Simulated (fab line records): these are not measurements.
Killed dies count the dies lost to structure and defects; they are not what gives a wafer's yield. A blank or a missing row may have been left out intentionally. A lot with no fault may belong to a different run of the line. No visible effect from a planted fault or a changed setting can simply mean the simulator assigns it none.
fab line records -- flow sky130
record: lots: 11, wafers: 33, last-day: 50
route steps=708 shown METAL1@450 VIA1@471 CAPM@539 PAD_OPEN@708
lots untouched by any fault: they come from a run of this same line in which no faults occurred
start-h: the number of hours between the record's first day and the start of the first shown wafer of the lot -- wait-h: time in hours since the lot's previous step -- " identical to the entry in the row above -- L1.1+2: several wafers, shown together as one row -- - no value, or no start was given -- * or withheld: withheld -- < > ~ a bound
route shown NAME@n: NAME is a module with steps in the file, n the number in the route of the first one -- usual: mean and standard deviation over wafers with no fault -- same: alike in all rows -- chamber/n: place in a boat -- sites: readings site by site -- _std_site: how widely they spread, as a standard deviation -- _edge_site: outer sites' mean less inner sites' -- radius-mm: how far each site lies from the wafer's centre -- mask NAME#n: copy n -- behind: the last tool/chamber to shape the wafer -- hold: why the lot was held/for how many hours/how that ended -- device: transistor that didn't switch, given as n, p or np -- end of line: the tests these same wafers got at the end of their route -- for a step that has no rows: nothing shown but its recipe -- killed: at the first sort, the dies lost to defects and structure; wafer yield is something else -- map: shows each die of a wafer: x if killed, . if not, _ if none is there
set.NAME: the setting as run; set.NAME@STEP: as run at that earlier step -- model.NAME: the simulator's own value behind a step, which no gauge read
a sample of lots followed through the steps of the route, with each step as a table and each wafer as a row
services: a tool's chamber out of use, with start hour (start-h, from the record's first day; less than 0 if before it), hours out, and reason
== steps ==
step: SKY_METAL1_OVL_MEAS_16
usual: METAL1_OVL: -5/6.4
lot.wafer,tool,chamber,start-h,wait-h,METAL1_OVL[nm]
L782.1,overlay-01,-,761.61,0.1,-5
L782.2,overlay-01,-,761.61,0.1,2
L782.5,overlay-01,-,761.61,0.1,-7
L783.2,overlay-02,-,769.94,0.1,-16
L783.3,overlay-02,-,769.94,0.1,-6
L783.6,overlay-02,-,769.94,0.1,-13
L786.4,overlay-01,-,808.65,0.1,-19
L786.5,overlay-01,-,808.65,0.1,-14
L786.6,overlay-01,-,808.65,0.1,-16
L790.1,overlay-02,-,839.06,0.1,2
L790.3,overlay-02,-,839.06,0.1,4
L790.6,overlay-02,-,839.06,0.1,1
L789.1,overlay-01,-,845.35,0.1,-7
L789.2,overlay-01,-,845.35,0.1,-9
L789.4,overlay-01,-,845.35,0.1,-8
L792.2,overlay-01,-,846.24,0.1,8
L792.3,overlay-01,-,846.24,0.1,4
L792.6,overlay-01,-,846.24,0.1,5
L794.1,overlay-01,-,864.92,0.1,-6
L794.3,overlay-01,-,864.92,0.1,0
L794.5,overlay-01,-,864.92,0.1,0
L798.1,overlay-02,-,893.43,0.1,-7
L798.2,overlay-02,-,893.43,0.1,-3
L798.4,overlay-02,-,893.43,0.1,-2
L803.1,overlay-02,-,921.06,0.1,6
L803.4,overlay-02,-,921.06,0.1,5
L803.5,overlay-02,-,921.06,0.1,1
L804.2,overlay-02,-,929.19,0.1,-6
L804.4,overlay-02,-,929.19,0.1,-8
L804.5,overlay-02,-,929.19,0.1,-2
L805.3,overlay-02,-,931.76,0.1,1
L805.4,overlay-02,-,931.76,0.1,0
L805.6,overlay-02,-,931.76,0.1,-4
step: SKY_METAL1_STRIP_20
recipe: chemistry: O2/N2, power-w: 1400, pressure-mtorr: 1500, platen-temp-c: withheld, o2-flow-sccm: 3000, n2-flow-sccm: 300, overash-fraction: 0.5
usual: drypump-motor-current-A: 5.6/0.51, oes-product-au: 0.343/0.0052, strip-time-to-endpoint-s: 2.69/0.03
lot.wafer,tool,chamber,start-h,wait-h,drypump-motor-current-A,oes-product-au,rf-hours-counter-h,strip-time-to-endpoint-s
L782.1,plasma-asher-03,1,761.83,0.1,6.1,0.336,94,2.69
L782.2,plasma-asher-03,0,761.83,0.1,4.9,0.347,94,2.69
L782.5,plasma-asher-03,0,761.83,0.1,4.8,0.348,-,2.67
L783.2,plasma-asher-01,0,770.15,0.1,5.3,0.342,3,2.73
L783.3,plasma-asher-01,0,770.15,0.1,5.3,0.341,-,2.71
L783.6,plasma-asher-01,0,770.15,0.1,5.3,0.340,-,2.72
L786.4,plasma-asher-01,0,808.89,0.1,5.3,0.345,-,2.70
L786.5,plasma-asher-01,0,808.89,0.1,5.3,0.340,-,2.68
L786.6,plasma-asher-01,1,808.89,0.1,5.9,0.342,-,2.68
L790.1,plasma-asher-01,0,839.28,0.1,5.3,0.341,10,2.69
L790.3,plasma-asher-01,0,839.28,0.1,5.3,0.347,-,2.70
L790.6,plasma-asher-01,1,839.28,0.1,5.9,0.348,-,2.70
L789.1,plasma-asher-03,1,845.57,0.1,6.1,0.340,101,2.69
L789.2,plasma-asher-03,0,845.57,0.1,4.9,0.347,101,2.72
L789.4,plasma-asher-03,0,845.57,0.1,4.9,0.338,-,2.68
L792.2,plasma-asher-04,1,846.45,0.1,5.0,0.341,72,2.64
L792.3,plasma-asher-04,1,846.45,0.1,5.0,0.347,-,2.72
L792.6,plasma-asher-04,1,846.45,0.1,5.0,0.347,-,2.68
L794.1,plasma-asher-01,1,865.14,0.1,6.0,0.350,13,2.71
L794.3,plasma-asher-01,0,865.14,0.1,5.3,0.345,-,2.71
L794.5,plasma-asher-01,0,865.14,0.1,5.3,0.350,-,2.75
L798.1,plasma-asher-03,0,893.65,0.1,4.8,0.337,106,2.65
L798.2,plasma-asher-03,1,893.65,0.1,6.1,0.349,106,2.68
L798.4,plasma-asher-03,1,893.65,0.1,6.1,0.340,-,2.69
L803.1,plasma-asher-01,0,921.28,0.1,5.3,0.341,18,2.64
L803.4,plasma-asher-01,1,921.28,0.1,5.9,0.353,-,2.68
L803.5,plasma-asher-01,1,921.28,0.1,5.9,0.343,-,2.72
L804.2,plasma-asher-03,0,929.40,0.1,4.8,0.346,110,2.68
L804.4,plasma-asher-03,1,929.40,0.1,6.1,0.337,-,2.70
L804.5,plasma-asher-03,1,929.40,0.1,6.1,0.347,-,2.71
L805.3,plasma-asher-01,1,932.00,0.1,5.9,0.345,-,2.70
L805.4,plasma-asher-01,0,932.00,0.1,5.3,0.345,-,2.65
L805.6,plasma-asher-01,0,932.00,0.1,5.3,0.340,-,2.71
step: SKY_VIA1_OVL_MEAS_13
usual: VIA1_OVL: 1/4.7
lot.wafer,tool,chamber,start-h,wait-h,VIA1_OVL[nm]
L782.1,overlay-01,-,789.18,0.1,0
L782.2,overlay-01,-,789.18,0.1,-1
L782.5,overlay-01,-,789.18,0.1,5
L783.2,overlay-02,-,798.44,0.1,-2
L783.3,overlay-02,-,798.44,0.1,-7
L783.6,overlay-02,-,798.44,0.1,-2
L786.4,overlay-02,-,836.71,0.1,8
L786.5,overlay-02,-,836.71,0.1,5
L786.6,overlay-02,-,836.71,0.1,1
L790.1,overlay-02,-,866.18,0.1,9
L790.3,overlay-02,-,866.18,0.1,7
L790.6,overlay-02,-,866.18,0.1,8
L789.1,overlay-01,-,872.61,0.1,-4
L789.2,overlay-01,-,872.61,0.1,-1
L789.4,overlay-01,-,872.61,0.1,3
L792.2,overlay-02,-,873.27,0.1,-7
L792.3,overlay-02,-,873.27,0.1,-8
L792.6,overlay-02,-,873.27,0.1,-6
L794.1,overlay-02,-,892.85,0.1,0
L794.3,overlay-02,-,892.85,0.1,0
L794.5,overlay-02,-,892.85,0.1,0
L798.1,overlay-01,-,920.75,0.1,-2
L798.2,overlay-01,-,920.75,0.1,3
L798.4,overlay-01,-,920.75,0.1,-1
L803.1,overlay-01,-,946.86,0.1,3
L803.4,overlay-01,-,946.86,0.1,0
L803.5,overlay-01,-,946.86,0.1,0
L804.2,overlay-01,-,955.85,0.1,1
L804.4,overlay-01,-,955.85,0.1,3
L804.5,overlay-01,-,955.85,0.1,0
L805.3,overlay-01,-,957.11,0.1,4
L805.4,overlay-01,-,957.11,0.1,6
L805.6,overlay-01,-,957.11,0.1,5
step: SKY_CAPM_SPUTTER_02
recipe: material: TiN, target-thk-nm: 200, temp-c: 300, power-w: 6500, time-s: 166.7, chamber-pressure-pa: 0.4
usual: chamber-pressure-pa: 0.4000/0.00071, throttle-valve-pct: 30.4/0.88
lot.wafer,tool,chamber,start-h,wait-h,chamber-pressure-pa,throttle-valve-pct
L782.1,pvd-sputter-01,-,847.22,0.1,0.4013,30.7
L782.2,pvd-sputter-01,-,847.22,0.1,0.3999,29.0
L782.5,pvd-sputter-01,-,847.22,0.1,0.3991,30.6
L783.2,pvd-sputter-01,-,855.30,0.0,0.4008,30.4
L783.3,pvd-sputter-01,-,855.30,0.0,0.4001,29.0
L783.6,pvd-sputter-01,-,855.30,0.0,0.4000,29.0
L786.4,pvd-sputter-02,-,893.01,0.0,0.4007,29.9
L786.5,pvd-sputter-02,-,893.01,0.0,0.3997,31.7
L786.6,pvd-sputter-02,-,893.01,0.0,0.3999,29.7
L790.1,pvd-sputter-01,-,922.79,0.1,0.3986,30.5
L790.3,pvd-sputter-01,-,922.79,0.1,0.4016,28.8
L790.6,pvd-sputter-01,-,922.79,0.1,0.4005,30.5
L789.1,pvd-sputter-01,-,928.34,0.1,0.3171,34.4
L789.2,pvd-sputter-01,-,928.34,0.1,0.3162,35.7
L789.4,pvd-sputter-01,-,928.34,0.1,0.3154,34.2
L792.2,pvd-sputter-01,-,929.52,0.0,0.3163,33.1
L792.3,pvd-sputter-01,-,929.52,0.0,0.3159,34.6
L792.6,pvd-sputter-01,-,929.52,0.0,0.3165,35.8
L794.1,pvd-sputter-02,-,947.77,0.1,0.3997,29.9
L794.3,pvd-sputter-02,-,947.77,0.1,0.3995,29.2
L794.5,pvd-sputter-02,-,947.77,0.1,0.3996,31.2
L798.1,pvd-sputter-02,-,972.30,0.1,0.4008,29.6
L798.2,pvd-sputter-02,-,972.30,0.1,0.4012,29.4
L798.4,pvd-sputter-02,-,972.30,0.1,0.3991,31.4
L803.1,pvd-sputter-02,-,997.79,0.1,0.3994,29.4
L803.4,pvd-sputter-02,-,997.79,0.1,0.3994,30.1
L803.5,pvd-sputter-02,-,997.79,0.1,0.4008,30.0
L804.2,pvd-sputter-03,-,1004.91,0.0,0.4004,31.4
L804.4,pvd-sputter-03,-,1004.91,0.0,0.4010,30.6
L804.5,pvd-sputter-03,-,1004.91,0.0,0.3992,29.9
L805.3,pvd-sputter-03,-,1007.29,0.0,0.4006,31.2
L805.4,pvd-sputter-03,-,1007.29,0.0,0.3996,30.9
L805.6,pvd-sputter-03,-,1007.29,0.0,0.4000,29.8
step: SKY_CAPM_RS_MEAS_03
recipe: thk-meas-gauge: four-point-probe, reads: TiN_of_CAPM_SPUTTER_02
usual: CAPM_TIN_RS: 6.90/0.075
lot.wafer,tool,chamber,start-h,wait-h,hold,CAPM_TIN_RS[ohm/sq]
L782.1,film-metro-02,-,847.33,0.1,-,6.83
L782.2,film-metro-02,-,847.33,0.1,-,6.92
L782.5,film-metro-02,-,847.33,0.1,-,6.90
L783.2,film-metro-02,-,855.43,0.1,-,7.03
L783.3,film-metro-02,-,855.43,0.1,-,6.97
L783.6,film-metro-02,-,855.43,0.1,-,6.96
L786.4,film-metro-04,-,893.18,0.1,-,6.91
L786.5,film-metro-04,-,893.18,0.1,-,6.83
L786.6,film-metro-04,-,893.18,0.1,-,6.85
L790.1,film-metro-03,-,922.90,0.1,-,6.88
L790.3,film-metro-03,-,922.90,0.1,-,6.90
L790.6,film-metro-03,-,922.90,0.1,-,6.89
L789.1,film-metro-04,-,928.45,0.1,-,6.76
L789.2,film-metro-04,-,928.45,0.1,-,6.74
L789.4,film-metro-04,-,928.45,0.1,-,6.74
L792.2,film-metro-02,-,929.65,0.1,await-dispo/0.2h/release,6.59
L792.3,film-metro-02,-,929.65,0.1,await-dispo/0.2h/release,6.59
L792.6,film-metro-02,-,929.65,0.1,await-dispo/0.2h/release,6.65
L792.2,film-metro-02,-,929.94,0.3,-,6.59
L792.3,film-metro-02,-,929.94,0.3,-,6.59
L792.6,film-metro-02,-,929.94,0.3,-,6.64
L794.1,film-metro-04,-,947.88,0.1,-,6.88
L794.3,film-metro-04,-,947.88,0.1,-,6.80
L794.5,film-metro-04,-,947.88,0.1,-,6.84
L798.1,film-metro-04,-,972.41,0.1,-,6.83
L798.2,film-metro-04,-,972.41,0.1,-,6.76
L798.4,film-metro-04,-,972.41,0.1,-,6.76
L803.1,film-metro-02,-,997.90,0.1,-,6.85
L803.4,film-metro-02,-,997.90,0.1,-,6.93
L803.5,film-metro-02,-,997.90,0.1,-,6.99
L804.2,film-metro-02,-,1005.05,0.1,-,6.94
L804.4,film-metro-02,-,1005.05,0.1,-,6.94
L804.5,film-metro-02,-,1005.05,0.1,-,6.98
L805.3,film-metro-04,-,1007.44,0.1,-,6.95
L805.4,film-metro-04,-,1007.44,0.1,-,6.95
L805.6,film-metro-04,-,1007.44,0.1,-,6.93
step: SKY_CAPM_THK_MEAS_04
recipe: thk-meas-gauge: xrf, reads: TiN_of_CAPM_SPUTTER_02
usual: CAPM_TIN_THK: 201.8/2.5
lot.wafer,tool,chamber,start-h,wait-h,hold,CAPM_TIN_THK[nm]
L782.1,film-metro-02,-,847.45,0.1,-,201.5
L782.2,film-metro-02,-,847.45,0.1,-,200.1
L782.5,film-metro-02,-,847.45,0.1,-,200.0
L783.2,film-metro-02,-,855.54,0.1,-,197.3
L783.3,film-metro-02,-,855.54,0.1,-,198.7
L783.6,film-metro-02,-,855.54,0.1,-,198.9
L786.4,film-metro-04,-,893.27,0.1,-,202.5
L786.5,film-metro-04,-,893.27,0.1,-,203.2
L786.6,film-metro-04,-,893.27,0.1,-,203.4
L790.1,film-metro-03,-,923.02,0.1,-,202.1
L790.3,film-metro-03,-,923.02,0.1,-,201.7
L790.6,film-metro-03,-,923.02,0.1,-,202.5
L789.1,film-metro-04,-,928.57,0.1,-,206.4
L789.2,film-metro-04,-,928.57,0.1,-,207.1
L789.4,film-metro-04,-,928.57,0.1,-,206.3
L792.2,film-metro-02,-,932.64,2.7,await-dispo/2.6h/release,211.1
L792.3,film-metro-02,-,932.64,2.7,await-dispo/2.6h/release,210.4
L792.6,film-metro-02,-,932.64,2.7,await-dispo/2.6h/release,209.1
L794.1,film-metro-04,-,948.00,0.1,-,204.1
L794.3,film-metro-04,-,948.00,0.1,-,206.3
L794.5,film-metro-04,-,948.00,0.1,-,204.6
L798.1,film-metro-04,-,972.53,0.1,-,203.7
L798.2,film-metro-04,-,972.53,0.1,-,206.4
L798.4,film-metro-04,-,972.53,0.1,-,205.8
L803.1,film-metro-02,-,998.02,0.1,-,203.5
L803.4,film-metro-02,-,998.02,0.1,-,200.2
L803.5,film-metro-02,-,998.02,0.1,-,199.0
L804.2,film-metro-02,-,1005.16,0.1,-,199.8
L804.4,film-metro-02,-,1005.16,0.1,-,201.1
L804.5,film-metro-02,-,1005.16,0.1,-,199.0
L805.3,film-metro-04,-,1007.54,0.1,-,199.6
L805.4,film-metro-04,-,1007.54,0.1,-,199.1
L805.6,film-metro-04,-,1007.54,0.1,-,200.1
step: SKY_PAD_OPEN_PROBE_99
usual: defect-limited-yield: 82.2/1.8, killed_at_M0_to_M3: 44/6, killed_at_M4_up: 3.3/2.1, killed-at-contacts: 25/5.5, killed-at-front-end: 15/4.3, killed-at-other: 0.2/0.41, killed-dies: 88/9.1, killed-open: 48/6.6, killed-short: 39/6.7, sort_bin_3_pad_short: 0.9/0.4, sort_bin_5_function: 10.4/1.5, sort_bin_6_memory: 6.5/1.1, sort-n-pass: 404/9.1, sort-yield-pct: 82.2/1.8
same: gross-dies: 492, killed-at-back-side: 0, sort_bin_4_leakage[%]: 0, sort_bin_8_speed[%]: 0
lot.wafer,tool,chamber,start-h,wait-h,defect-limited-yield[%],killed_at_M0_to_M3,killed_at_M4_up,killed-at-contacts,killed-at-front-end,killed-at-other,killed-dies,killed-open,killed-short,sort_bin_3_pad_short[%],sort_bin_5_function[%],sort_bin_6_memory[%],sort-n-pass,sort-yield-pct[%]
L789.1,prober-01,-,1136.16,0.1,81.5,49,5,23,14,0,91,44,47,0.4,10.2,7.9,401,81.5
L789.2,prober-01,-,1136.21,0.1,80.1,53,5,22,18,0,98,55,43,1.2,11.8,6.9,394,80.1
L789.4,prober-01,-,1136.31,0.2,80.1,56,2,26,14,0,98,46,51,0.6,11.6,7.7,394,80.1
killed by level:class
L789.1 CONTACT:geometric-particle:short=11 VIA1:geometric-particle:open=9 METAL1:geometric-particle:short=7 METAL2:geometric-particle:short=7 CONTACT:geometric-particle:open=6 VIA3:geometric-particle:open=5 VIA2:geometric-particle:open=5 LI_CONTACT:geometric-particle:open=5
L789.2 VIA1:geometric-particle:open=11 VIA3:geometric-particle:open=8 CONTACT:geometric-particle:open=7 VIA2:geometric-particle:open=7 METAL1:geometric-particle:short=6 VIA2:geometric-particle:short=6 LI_CONTACT:geometric-particle:open=5 FIELD_ISO:geometric-particle:open=4
L789.4 CONTACT:geometric-particle:open=11 METAL2:geometric-particle:short=10 VIA1:geometric-particle:open=9 METAL1:geometric-particle:short=8 POLY_GATE:geometric-particle:short=6 CONTACT:geometric-particle:short=6 VIA1:geometric-particle:short=6 VIA2:geometric-particle:open=6
== services ==
tool,chamber,start-h,hours,kind
plasma-asher-03,-,740.91,4.3,pm
plasma-asher-01,0,742.75,-,clean
plasma-asher-01,1,742.75,-,clean
plasma-asher-03,-,790.82,15.6,pm
pvd-sputter-03,-,814.03,9.2,repair
pvd-sputter-02,-,832.51,12.7,repair
plasma-asher-04,-,839.63,1.2,repair
pvd-sputter-03,-,842.93,0.7,repair
pvd-sputter-01,-,845.03,0.9,repair
pvd-sputter-01,-,860.96,2.1,repair
pvd-sputter-02,2,861.36,-,consumable-replace:kit
pvd-sputter-02,2,861.36,18.0,scheduled-down
pvd-sputter-02,2,861.36,18.0,vent-cycle
pvd-sputter-03,-,898.83,0.7,repair
pvd-sputter-01,-,909.97,1.9,repair
pvd-sputter-03,-,920.18,1.9,repair
pvd-sputter-02,-,926.81,3.3,repair
plasma-asher-01,-,937.26,2.8,pm
pvd-sputter-01,0,958.13,-,consumable-replace:kit
pvd-sputter-01,0,958.13,18.0,scheduled-down
pvd-sputter-01,0,958.13,18.0,vent-cycle
pvd-sputter-03,1,970.08,-,consumable-replace:kit
pvd-sputter-03,1,970.08,18.0,scheduled-down
pvd-sputter-03,1,970.08,18.0,vent-cycle
== key ==
first-sign: step: SKY_CAPM_SPUTTER_02, reading: chamber-pressure-pa, direction: down, sigmas: 99+, usual: 0.4000, struck: 0.3162
effect: step: SKY_CAPM_SPUTTER_02, reading: throttle-valve-pct, direction: up, sigmas: 4.9, usual: 30.4, struck: 34.6
effect: step: SKY_CAPM_RS_MEAS_03, reading: visit, direction: added
effect: step: SKY_CAPM_THK_MEAS_04, reading: CAPM_TIN_THK, direction: up, sigmas: 2.6, usual: 201.8, struck: 208.4
met-at SKY_CAPM_SPUTTER_02
struck-lots L789,L792
not-acting-at SKY_METAL1_OVL_MEAS_16,SKY_METAL1_STRIP_20,SKY_VIA1_OVL_MEAS_13
onset-between 922.79 928.34
fault: kind: process-parameter-drift, tool: pvd-sputter-01, chamber: -, onset-h: 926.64, steps: SKY_CAPM_SPUTTER_02, channel: chamber-pressure-pa, offset: -0.084516, shape: step, end-h: 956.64, acts-in: these-recipes-only, stated: 0.4
